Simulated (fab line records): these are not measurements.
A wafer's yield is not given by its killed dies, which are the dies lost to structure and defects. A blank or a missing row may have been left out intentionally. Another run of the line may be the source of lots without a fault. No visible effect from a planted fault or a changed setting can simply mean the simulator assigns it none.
Comparing a struck lot with a sound one | flow gf180mcu | 19 steps out of a route of 602
Sound: the wafers L247.2, L247.4, L247.6. Wafers L253.1, L253.2, L253.4 were the ones struck. The cause comes at the end.
Per side, at each step with rows, come the tool, then ch with its chambers, and then its first start. Under that, the readings that differ: sound wafers | struck wafers | difference of the means | sigmas: that difference in standard deviations of wafers without a fault.
alike: a reading whose means differ by less than 2 such deviations, as well as words and numbers matching on both sides. not compared: withheld readings; readings where some wafer has no value; bounds like >300 that might hide an equal value; numbers whose values overlap and for which the record gives no deviation.
The two part at a step that has a row with sigmas, a row that says differs or no value, or rows on one side only. When numbers do not overlap yet have no deviation, they are printed without sigmas and do not part them. A reading that every wafer of one side lacks parts them only if that side has two wafers or more.

GF_M3_SPUTTER_00: material Ti, target thk 37.5 nm, time 150 s.
  sound: pvd sputter-03 at day 20 12:50; struck: pvd sputter-01 at day 22 21:39
  alike: throttle valve pct
GF_M3_SPUTTER_01: material TiN, target thk 30 nm, time 25 s.
  sound: pvd sputter-03 at day 20 12:56; struck: pvd sputter-01 at day 22 21:45
  alike: throttle valve pct
GF_M3_SPUTTER_02: material AlCu, target thk 450 nm, time 23.9 s.
  sound: pvd sputter-03 at day 20 12:58; struck: pvd sputter-01 at day 22 21:47
  alike: throttle valve pct
GF_M3_SPUTTER_03: material Ti, target thk 10 nm, time 6.7 s.
  sound: pvd sputter-03 at day 20 12:59; struck: pvd sputter-01 at day 22 21:49
  alike: throttle valve pct
then, 1 step without rows for these wafers: GF_M3_SPUTTER_04 (material TiN, target thk 50 nm, time 41.7 s).
GF_M3_RS_MEAS_05: uses a four-point probe to measure.
  sound: film metro-01 at day 20 13:04; struck: film metro-01 at day 22 21:52
  alike: M3_ALCU_RS
GF_M3_THK_MEAS_06: measures by xrf.
  sound: film metro-01 at day 20 13:11; struck: film metro-01 at day 22 21:59
  alike: M3_ALCU_THK
then, 5 steps without rows for these wafers: GF_M3_DEHYDRATE_07 (time 60 s); GF_M3_HMDS_08 (prime time 60 s); GF_M3_COAT_09 (resist thk 990.7 nm); GF_M3_SOFTBAKE_10 (time 60 s); GF_M3_EXPOSE_11 (exposes mask Metal3, target cd 280 nm).
GF_M3_PEB_12: peb time 90 s.
  sound on litho track-01 ch 0, day 21 12:47; struck on litho track-02 ch 0, day 23 20:33
  reading                  | sound                | struck               | difference | sigmas
  heater power total W (W) | 85.80 85.72 85.79    | 82.60 82.52 82.61    | -3.19      | -37
  plate temp C (C)         | 134.95 134.91 134.61 | 131.18 131.14 131.28 | -3.62      | -23
  alike: resist line temp C
then, 1 step without rows for these wafers: GF_M3_DEVELOP_13 (develop time 60 s).
GF_M3_CD_MEAS_14 targets a cd of 280 nm.
  sound: cd sem-01 at day 21 13:08; struck: cd sem-01 at day 23 20:54
  reading    | sound             | struck            | difference | sigmas
  cd nm (nm) | 277.5 277.4 278.8 | 293.0 292.5 293.7 | +15.2      | +13
GF_M3_OVL_MEAS_15:
  sound: overlay-02 at day 21 13:14; struck: overlay-02 at day 23 21:01
  alike: M3_OVL
GF_M3_METAL_ETCH_16: etches the open film in Cl2/BCl3, stops on SiO2, target depth 627.5 nm, time 104.6 s.
  sound on rie metal-02 ch 1, day 21 13:16; struck on rie metal-01 ch 0,1, day 23 21:03
  reading                     | sound           | struck            | difference | sigmas
  drypump motor current A (A) | 5.0 5.0 5.0     | 6.1 6.4 6.1       | +1.2       | +3
  model.M3.cd nm (nm)         | 277 279.4 277.9 | 299.8 291.3 296.9 | +17.9      |
  alike: oes product au, throttle valve pct
  not compared: rf hours counter h
GF_M3_STRIP_17: strips in O2/N2.
  sound on plasma asher-02 ch 0, day 21 13:23; struck on plasma asher-03 ch 0,1, day 23 21:10
  reading            | sound       | struck      | difference | sigmas
  heater power w (W) | 390 376 384 | 292 324 296 | -79        | -3
  alike: drypump motor current A, oes product au, strip time to endpoint s
  not compared: rf hours counter h
next, for these wafers, 1 step has no rows: GF_PASSIVATION_PROBE_99.

## WHERE THEY PART
Earliest at GF_M3_PEB_12; latest, in this record, at GF_M3_STRIP_17.

WHY: what the simulator had put in
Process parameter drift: litho track-02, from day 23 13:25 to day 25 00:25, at GF_M3_PEB_12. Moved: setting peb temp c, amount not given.
